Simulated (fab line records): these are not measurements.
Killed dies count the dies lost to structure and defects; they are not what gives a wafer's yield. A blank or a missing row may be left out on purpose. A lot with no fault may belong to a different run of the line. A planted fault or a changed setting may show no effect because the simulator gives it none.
Which of the tools did it? / flow gf180mcu / Sampling: 13 lots, 39 wafers, 5 of 602 route steps

== WHAT THE GAUGES SHOWED, per wafer ==
GF_V3_THK_MEAS_03.
lot=L429; measured=day 21 11:54; on=film-metro-03; V3_CVD_02_THK (nm)=836 858 853
lot=L432; measured=day 22 13:09; on=film-metro-03; V3_CVD_02_THK (nm)=858 843 854
lot=L433; measured=day 22 22:48; on=film-metro-03; V3_CVD_02_THK (nm)=862 865 859
lot=L434; measured=day 23 08:46; on=film-metro-03; V3_CVD_02_THK (nm)=849 874 865
lot=L435; measured=day 23 17:49; on=film-metro-04; V3_CVD_02_THK (nm)=855 858 873
lot=L436; measured=day 24 06:46; on=film-metro-04; V3_CVD_02_THK (nm)=879 892 877
lot=L437; measured=day 24 12:12; on=film-metro-04; V3_CVD_02_THK (nm)=859 881 862
lot=L438; measured=day 24 17:07; on=film-metro-03; V3_CVD_02_THK (nm)=863 883 884
lot=L439; measured=day 25 02:35; on=film-metro-04; V3_CVD_02_THK (nm)=832 813 855
lot=L441; measured=day 25 18:52; on=film-metro-03; V3_CVD_02_THK (nm)=846 831 840
lot=L442; measured=day 26 01:37; on=film-metro-03; V3_CVD_02_THK (nm)=863 870 863
lot=L443; measured=day 26 08:04; on=film-metro-02; V3_CVD_02_THK (nm)=858 869 847
lot=L444; measured=day 26 16:06; on=film-metro-02; V3_CVD_02_THK (nm)=859 834 864

GF_V3_RS_MEAS_24: measures by four-point-probe.
lot=L429; measured=day 22 13:08; on=film-metro-04; V3_W_RS (ohm/sq)=0.328 0.324 0.326
lot=L432; measured=day 23 13:38; on=film-metro-04; V3_W_RS (ohm/sq)=0.330 0.329 0.323
lot=L433; measured=day 23 23:07; on=film-metro-04; V3_W_RS (ohm/sq)=0.325 0.322 0.320
lot=L434; measured=day 24 08:01; on=film-metro-03; V3_W_RS (ohm/sq)=0.323 0.326 0.324
lot=L435; measured=day 24 17:49; on=film-metro-03; V3_W_RS (ohm/sq)=0.322 0.323 0.320
lot=L436; measured=day 25 05:37; on=film-metro-04; V3_W_RS (ohm/sq)=0.324 0.326 0.319
lot=L437; measured=day 25 10:59; on=film-metro-02; V3_W_RS (ohm/sq)=0.328 0.323 0.323
lot=L438; measured=day 25 16:47; on=film-metro-03; V3_W_RS (ohm/sq)=0.321 0.323 0.324
lot=L439; measured=day 26 00:56; on=film-metro-03; V3_W_RS (ohm/sq)=0.328 0.332 0.324
lot=L441; measured=day 26 17:08; on=film-metro-03; V3_W_RS (ohm/sq)=0.320 0.324 0.322
lot=L442; measured=day 26 23:08; on=film-metro-03; V3_W_RS (ohm/sq)=0.322 0.325 0.329
lot=L443; measured=day 27 06:05; on=film-metro-02; V3_W_RS (ohm/sq)=0.334 0.337 0.332
lot=L444; measured=day 27 13:44; on=film-metro-02; V3_W_RS (ohm/sq)=0.338 0.338 0.335

== WHICH TOOL RAN EACH LOT (tool, then ch and the chambers of the sampled wafers, then the start) ==
lot=L429; GF_M3_SPUTTER_02=pvd-sputter-04, day 20 10:21; GF_M3_SPUTTER_03=pvd-sputter-04, day 20 10:23; GF_V3_CVD_23=cvd-w-01 ch 0,1, day 22 13:01
lot=L432; GF_M3_SPUTTER_02=pvd-sputter-04, day 21 12:44; GF_M3_SPUTTER_03=pvd-sputter-04, day 21 12:46; GF_V3_CVD_23=cvd-w-01 ch 0,1, day 23 13:32
lot=L433; GF_M3_SPUTTER_02=pvd-sputter-03, day 21 22:29; GF_M3_SPUTTER_03=pvd-sputter-03, day 21 22:31; GF_V3_CVD_23=cvd-w-02 ch 0,1, day 23 23:01
lot=L434; GF_M3_SPUTTER_02=pvd-sputter-04, day 22 08:05; GF_M3_SPUTTER_03=pvd-sputter-04, day 22 08:07; GF_V3_CVD_23=cvd-w-01 ch 0,1, day 24 07:55
lot=L435; GF_M3_SPUTTER_02=pvd-sputter-04, day 22 18:20; GF_M3_SPUTTER_03=pvd-sputter-04, day 22 18:22; GF_V3_CVD_23=cvd-w-01 ch 0, day 24 17:40
lot=L436; GF_M3_SPUTTER_02=pvd-sputter-02, day 23 06:47; GF_M3_SPUTTER_03=pvd-sputter-02, day 23 06:49; GF_V3_CVD_23=cvd-w-02 ch 0,1, day 25 05:31
lot=L437; GF_M3_SPUTTER_02=pvd-sputter-04, day 23 12:48; GF_M3_SPUTTER_03=pvd-sputter-04, day 23 12:50; GF_V3_CVD_23=cvd-w-02 ch 0,1, day 25 10:52
lot=L438; GF_M3_SPUTTER_02=pvd-sputter-02, day 23 18:05; GF_M3_SPUTTER_03=pvd-sputter-02, day 23 18:07; GF_V3_CVD_23=cvd-w-01 ch 0,1, day 25 16:40
lot=L439; GF_M3_SPUTTER_02=pvd-sputter-02, day 24 03:20; GF_M3_SPUTTER_03=pvd-sputter-02, day 24 03:22; GF_V3_CVD_23=cvd-w-01 ch 0,1, day 26 00:47
lot=L441; GF_M3_SPUTTER_02=pvd-sputter-02, day 24 20:32; GF_M3_SPUTTER_03=pvd-sputter-02, day 24 20:34; GF_V3_CVD_23=cvd-w-01 ch 0, day 26 16:55
lot=L442; GF_M3_SPUTTER_02=pvd-sputter-02, day 25 03:15; GF_M3_SPUTTER_03=pvd-sputter-02, day 25 03:17; GF_V3_CVD_23=cvd-w-01 ch 0,1, day 26 23:01
lot=L443; GF_M3_SPUTTER_02=pvd-sputter-03, day 25 09:45; GF_M3_SPUTTER_03=pvd-sputter-03, day 25 09:47; GF_V3_CVD_23=cvd-w-01 ch 1, day 27 05:57
lot=L444; GF_M3_SPUTTER_02=pvd-sputter-04, day 25 18:33; GF_M3_SPUTTER_03=pvd-sputter-04, day 25 18:35; GF_V3_CVD_23=cvd-w-01 ch 0,1, day 27 13:36
- GF_M3_SPUTTER_02: material AlCu, target thk 450 nm, time 23.9 s.
- GF_M3_SPUTTER_03: material Ti, target thk 10 nm, time 6.7 s.
- GF_V3_CVD_23: deposits W, target thk 350 nm, time 104.9 s.

== AS READ BY THE TOOLS THEMSELVES (means over the sampled wafers that have a number; for cases with no such wafer, the mark the record gives instead) ==
GF_M3_SPUTTER_02.
lot=L429; tool=pvd-sputter-04; throttle-valve-pct (%)=28.8
lot=L432; tool=pvd-sputter-04; throttle-valve-pct (%)=29.2
lot=L433; tool=pvd-sputter-03; throttle-valve-pct (%)=29.9
lot=L434; tool=pvd-sputter-04; throttle-valve-pct (%)=28.8
lot=L435; tool=pvd-sputter-04; throttle-valve-pct (%)=29.7
lot=L436; tool=pvd-sputter-02; throttle-valve-pct (%)=29.3
lot=L437; tool=pvd-sputter-04; throttle-valve-pct (%)=29.4
lot=L438; tool=pvd-sputter-02; throttle-valve-pct (%)=29.6
lot=L439; tool=pvd-sputter-02; throttle-valve-pct (%)=29.5
lot=L441; tool=pvd-sputter-02; throttle-valve-pct (%)=29.8
lot=L442; tool=pvd-sputter-02; throttle-valve-pct (%)=29.5
lot=L443; tool=pvd-sputter-03; throttle-valve-pct (%)=29.5
lot=L444; tool=pvd-sputter-04; throttle-valve-pct (%)=29.2

GF_M3_SPUTTER_03.
lot=L429; tool=pvd-sputter-04; throttle-valve-pct (%)=29.0
lot=L432; tool=pvd-sputter-04; throttle-valve-pct (%)=29.3
lot=L433; tool=pvd-sputter-03; throttle-valve-pct (%)=30.2
lot=L434; tool=pvd-sputter-04; throttle-valve-pct (%)=28.7
lot=L435; tool=pvd-sputter-04; throttle-valve-pct (%)=29.7
lot=L436; tool=pvd-sputter-02; throttle-valve-pct (%)=29.3
lot=L437; tool=pvd-sputter-04; throttle-valve-pct (%)=29.4
lot=L438; tool=pvd-sputter-02; throttle-valve-pct (%)=29.5
lot=L439; tool=pvd-sputter-02; throttle-valve-pct (%)=29.6
lot=L441; tool=pvd-sputter-02; throttle-valve-pct (%)=29.6
lot=L442; tool=pvd-sputter-02; throttle-valve-pct (%)=29.6
lot=L443; tool=pvd-sputter-03; throttle-valve-pct (%)=29.5
lot=L444; tool=pvd-sputter-04; throttle-valve-pct (%)=29.0

GF_V3_CVD_23.
lot=L429; tool=cvd-w-01; chamber-pressure-Torr (Torr)=39.97; heater-power-w (W)=778
lot=L432; tool=cvd-w-01; chamber-pressure-Torr (Torr)=39.99; heater-power-w (W)=779
lot=L433; tool=cvd-w-02; chamber-pressure-Torr (Torr)=40.08; heater-power-w (W)=844
lot=L434; tool=cvd-w-01; chamber-pressure-Torr (Torr)=39.84; heater-power-w (W)=856
lot=L435; tool=cvd-w-01; chamber-pressure-Torr (Torr)=40.03; heater-power-w (W)=925
lot=L436; tool=cvd-w-02; chamber-pressure-Torr (Torr)=39.96; heater-power-w (W)=850
lot=L437; tool=cvd-w-02; chamber-pressure-Torr (Torr)=40.03; heater-power-w (W)=833
lot=L438; tool=cvd-w-01; chamber-pressure-Torr (Torr)=40.12; heater-power-w (W)=780
lot=L439; tool=cvd-w-01; chamber-pressure-Torr (Torr)=39.98; heater-power-w (W)=785
lot=L441; tool=cvd-w-01; chamber-pressure-Torr (Torr)=39.97; heater-power-w (W)=917
lot=L442; tool=cvd-w-01; chamber-pressure-Torr (Torr)=39.99; heater-power-w (W)=787
lot=L443; tool=cvd-w-01; chamber-pressure-Torr (Torr)=37.71; heater-power-w (W)=722
lot=L444; tool=cvd-w-01; chamber-pressure-Torr (Torr)=37.75; heater-power-w (W)=798

== THE ANSWER, worked out from the rows above alone ==
Rule: what is usual is taken from the lots themselves. The widest of any qualifying gaps counts: lots, ordered by their means at a reading, are off when they make up no more than a third of the lots, leave a main group of 4 or more, and stand apart from it by 3 or more times the standard deviation of that group's means. The tables above print the reading to a certain number of digits; a main group whose means all agree to those digits is not used. Also off: a lot with no number at a reading for which 4 or more lots have one. The other lots that the step has rows for count as sound. First the gauges in route order, then the tools' own readings, where a lot's mean is used as printed above. At the first step where some lot is off, the reading lying furthest off is the one used; lots without a number count as furthest.
Off: L443, L444, seen at GF_V3_RS_MEAS_24 (V3_W_RS). Main group: mean 0.324 ohm/sq, sd 0.0021.
A tool fits if, at a process step before that reading, it ran every lot that is off, and no sound lot after the first of them. Not tried: the gauges at GF_V3_RS_MEAS_24; whatever is off there is also off at GF_V3_CVD_23, on other tools, and gauge error can't account for it. One candidate fits, namely cvd-w-01 at GF_V3_CVD_23. Its last sound lot is L442 (day 26 23:01), its first lot that is off L443 (day 27 05:57): a fault that began between those two fits.
The tool's own readings at GF_V3_CVD_23 bear it out: on the lots that are off they differ by more than 5 times the standard deviation of the sound lots' means. chamber-pressure-Torr reads 37.73 Torr there against 40.00 Torr on the sound lots.

== WHAT HAD BEEN PUT IN BY THE SIMULATOR ==
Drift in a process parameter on cvd-w-01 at GF_V3_CVD_23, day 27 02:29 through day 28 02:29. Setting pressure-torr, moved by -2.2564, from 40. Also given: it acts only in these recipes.
Lots struck among those shown: L443, L444. The rule above reached the same finding.
